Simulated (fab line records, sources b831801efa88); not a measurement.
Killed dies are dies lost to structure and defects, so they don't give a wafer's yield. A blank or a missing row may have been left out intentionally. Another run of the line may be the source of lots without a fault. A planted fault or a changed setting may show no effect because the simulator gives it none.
Which tool was responsible? + flow sky130 + 11 lots, 33 wafers sampled, at 3 steps of a route of 708

== WHAT THE GAUGES READ, wafer by wafer ==
SKY_SD_P_TW_MEAS_11.
| lot  | measured     | on            | SD_P_TW        |
|------|--------------|---------------|----------------|
| L278 | day 27 13:26 | film-metro-01 | 2927 2918 2917 |
| L280 | day 28 00:34 | film-metro-01 | 2923 2911 2925 |
| L279 | day 28 01:47 | film-metro-01 | 2917 2916 2925 |
| L281 | day 28 05:03 | film-metro-04 | 2829 2837 2820 |
| L283 | day 28 19:12 | film-metro-02 | 3170 3158 3170 |
| L285 | day 29 13:41 | film-metro-02 | 2843 2861 2847 |
| L284 | day 29 14:13 | film-metro-04 | 2837 2841 2843 |
| L286 | day 29 18:20 | film-metro-01 | 3191 3214 3194 |
| L287 | day 30 01:26 | film-metro-01 | 3226 3238 3231 |
| L291 | day 31 08:52 | film-metro-04 | 2818 2818 2834 |
| L297 | day 33 11:07 | film-metro-02 | 2856 2848 2844 |

== WHAT TOOL EACH LOT RAN ON (gives the tool, then ch and the chambers of the sampled wafers, and finally the start) ==
| lot  | SKY_SD_P_IMPLANT_09             | SKY_SD_P_STRIP_10                    |
|------|---------------------------------|--------------------------------------|
| L278 | implanter-03 ch 0, day 27 13:13 | plasma-asher-04 ch 0,1, day 27 13:21 |
| L280 | implanter-04 ch 0, day 28 00:19 | plasma-asher-04 ch 0,1, day 28 00:28 |
| L279 | implanter-03 ch 0, day 28 01:33 | plasma-asher-04 ch 0,1, day 28 01:40 |
| L281 | implanter-04 ch 0, day 28 04:48 | plasma-asher-03 ch 0,1, day 28 04:57 |
| L283 | implanter-03 ch 0, day 28 18:40 | plasma-asher-02 ch 0,1, day 28 19:07 |
| L285 | implanter-04 ch 0, day 29 13:26 | plasma-asher-02 ch 0,1, day 29 13:34 |
| L284 | implanter-04 ch 0, day 29 13:58 | plasma-asher-02 ch 0,1, day 29 14:06 |
| L286 | implanter-03 ch 0, day 29 17:46 | plasma-asher-03 ch 0,1, day 29 18:14 |
| L287 | implanter-04 ch 0, day 30 00:52 | plasma-asher-03 ch 1, day 30 01:19   |
| L291 | implanter-04 ch 0, day 31 08:37 | plasma-asher-02 ch 0,1, day 31 08:46 |
| L297 | implanter-04 ch 0, day 33 10:52 | plasma-asher-03 ch 0,1, day 33 11:01 |
- SKY_SD_P_IMPLANT_09
- SKY_SD_P_STRIP_10: strips in O2/N2.

== THE ANSWER, worked out from the rows above alone ==
Rule: what is usual is taken from the lots themselves. Put in order of their means at a reading, lots are off if they are a third of the lots or fewer, leave a main group of 4 or more, and stand apart from it by a gap of 3 or more times the standard deviation of the main group's means; of several such gaps the widest counts. A main group is skipped when, at the precision printed for the reading in the tables above, its means are all equal. Also off: a lot with no number at a reading for which 4 or more lots have one. All remaining lots with rows at the step are treated as sound.
Off: L283, L286, L287, seen at SKY_SD_P_TW_MEAS_11 (SD_P_TW). The main group: mean 2869, standard deviation 40.
A tool fits if, at a process step before that reading, it ran every lot that is off, and no sound lot after the first of them. Gauges at SKY_SD_P_TW_MEAS_11: tried the same way as those tools. Of those tried, none fits.

== WHAT THE SIMULATOR HAD INSERTED ==
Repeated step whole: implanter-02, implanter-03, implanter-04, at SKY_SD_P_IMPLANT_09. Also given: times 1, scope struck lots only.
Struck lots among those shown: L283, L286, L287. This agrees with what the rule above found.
